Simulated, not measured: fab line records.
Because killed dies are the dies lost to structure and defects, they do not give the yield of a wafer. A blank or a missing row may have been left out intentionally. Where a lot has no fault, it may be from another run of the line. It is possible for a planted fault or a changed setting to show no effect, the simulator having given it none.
Split-lot experiment	flow gf180mcu	route with 602 steps; 5 lots, 23 wafers read

ABOUT THE SPLIT
At GF_MIM_SPUTTER_08 (material AlCu, target thk 200 nm, time 10.6 s), the setting power-w was moved away from the recipe's 10600 W on 6 of the 23 wafers read, by -11.8% to +10.6%. All remaining wafers had this setting at the recipe value.

FROM THE SPLIT TO THE READING: what the file shows between them, 6 steps
- GF_MIM_SPUTTER_09: material TiN, target thk 35 nm, time 29.2 s
- GF_MIM_RS_MEAS_10: measures by four-point-probe
- GF_MIM_THK_MEAS_11: measures by xrf
- GF_MIM_EXPOSE_16: exposes mask FuseTop, target cd 2000 nm (also split here: dose-mj)
- GF_MIM_PEB_17
- GF_MIM_DEVELOP_18: develop time 60 s

THE READING
oes-product-au, in a.u., at GF_MIM_METAL_ETCH_19 (etches the open film in Cl2/BCl3, stops on Si3N4, target depth 324.5 nm, time 54.1 s). A value of 0.942 a.u. with a standard deviation of 0.0056 a.u. is what fault-free wafers of this fab line usually give.

wafer	tool, chamber at the split	power-w as run, W	against the recipe	oes-product-au, a.u.	against lot-mates on the recipe
L075.2	pvd-sputter-01, -	10600	recipe	0.941	-
L075.3	pvd-sputter-01, -	10600	recipe	0.940	-
L075.4	pvd-sputter-01, -	10600	recipe	0.940	-
L077.1	pvd-sputter-01, -	9350	-11.8%	0.898	-0.054
L077.2	pvd-sputter-01, -	10600	recipe	0.950	-
L077.3	pvd-sputter-01, -	9350	-11.8%	0.893	-0.059
L077.4	pvd-sputter-01, -	10600	recipe	0.954	-
L077.6	pvd-sputter-01, -	9350	-11.8%	0.894	-0.058
L080.2	pvd-sputter-02, -	10600	recipe	0.949	-
L080.3	pvd-sputter-02, -	10600	recipe	0.941	-
L080.4	pvd-sputter-02, -	11720	+10.6%	0.986	+0.041
L080.5	pvd-sputter-02, -	11720	+10.6%	0.985	+0.040
L080.6	pvd-sputter-02, -	11720	+10.6%	0.986	+0.041
L081.1	pvd-sputter-04, -	10600	recipe	0.936	-
L081.2	pvd-sputter-04, -	10600	recipe	0.933	-
L081.3	pvd-sputter-04, -	10600	recipe	0.944	-
L081.5	pvd-sputter-04, -	10600	recipe	0.947	-
L081.6	pvd-sputter-04, -	10600	recipe	0.929	-
L082.2	pvd-sputter-01, -	10600	recipe	0.944	-
L082.3	pvd-sputter-01, -	10600	recipe	0.943	-
L082.4	pvd-sputter-01, -	10600	recipe	0.943	-
L082.5	pvd-sputter-01, -	10600	recipe	0.943	-
L082.6	pvd-sputter-01, -	10600	recipe	0.932	-

FIT RESULTS
A straight line over all 23 wafers: oes-product-au changes by +0.00405 a.u. for each +1% of power-w; r = +0.97; the points scatter about the line by 0.0058 a.u.
The same after taking each lot's own level away (the mean of its wafers on the recipe; 23 wafers): +0.00439 a.u. for each +1%; r = +0.98; scatter 0.005 a.u.
The reading moves by 0.052 a.u. for the largest change in power-w, on that fit.
Measured against the standard deviation above, the lots' own levels, which go from 0.9378 to 0.9520 a.u., span 2.5 times it.
The two slopes agree, so the slope changes little with the lot-to-lot level.
Check: for one of the wafers moved furthest among these (-11.8%), held out of the fit, the line's prediction against its lot-mates is -0.0529 a.u. It came out at -0.054 a.u. against them.

FURTHER SPLITS ON THESE WAFERS
Before the reading, these wafers also passed through other splits. Each is held against what the fit with the lots' levels taken away leaves over:
other split on the same wafers	wafers away from the commonest value	r with oes-product-au (lot level and that fit taken away)
GF_V3_CVD_02 time-s	9	+0.01
GF_V3_CVD_23 temp-c	7	-0.07
GF_M4_METAL_ETCH_16 time-s	5	+0.16
GF_V4_CVD_00 sih4-flow-sccm	9	+0.05
GF_V4_COAT_09 resist-thk-nm	7	+0.04
GF_MIM_SPUTTER_04 time-s	5	+0.02
GF_MIM_EXPOSE_16 dose-mj	9	+0.21

THE WHOLE CHAIN: every reading that the file lists as answering this split, in the file's order
step	what it does	reading	change (the file's fit)	r (the file's)
GF_MIM_SPUTTER_08	material AlCu, target thk 200 nm, time 10.6 s	AlCu_of_MIM_SPUTTER_08.thk-nm (the simulator's own value, which no gauge read)	+2.02 nm for each +1% of the setting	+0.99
GF_MIM_RS_MEAS_10	measures by four-point-probe	MIM_ALCU_RS	-0.00174 for each +1% of the setting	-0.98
GF_MIM_THK_MEAS_11	measures by xrf	MIM_ALCU_THK	+2.05 for each +1% of the setting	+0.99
GF_MIM_METAL_ETCH_19	etches the open film in Cl2/BCl3, stops on Si3N4, target depth 324.5 nm, time 54.1 s	oes-product-au	+0.00438 a.u. for each +1% of the setting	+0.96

FILE'S OWN FIT
oes-product-au changes by +0.00438 a.u. for each +1% of power-w, r = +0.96.
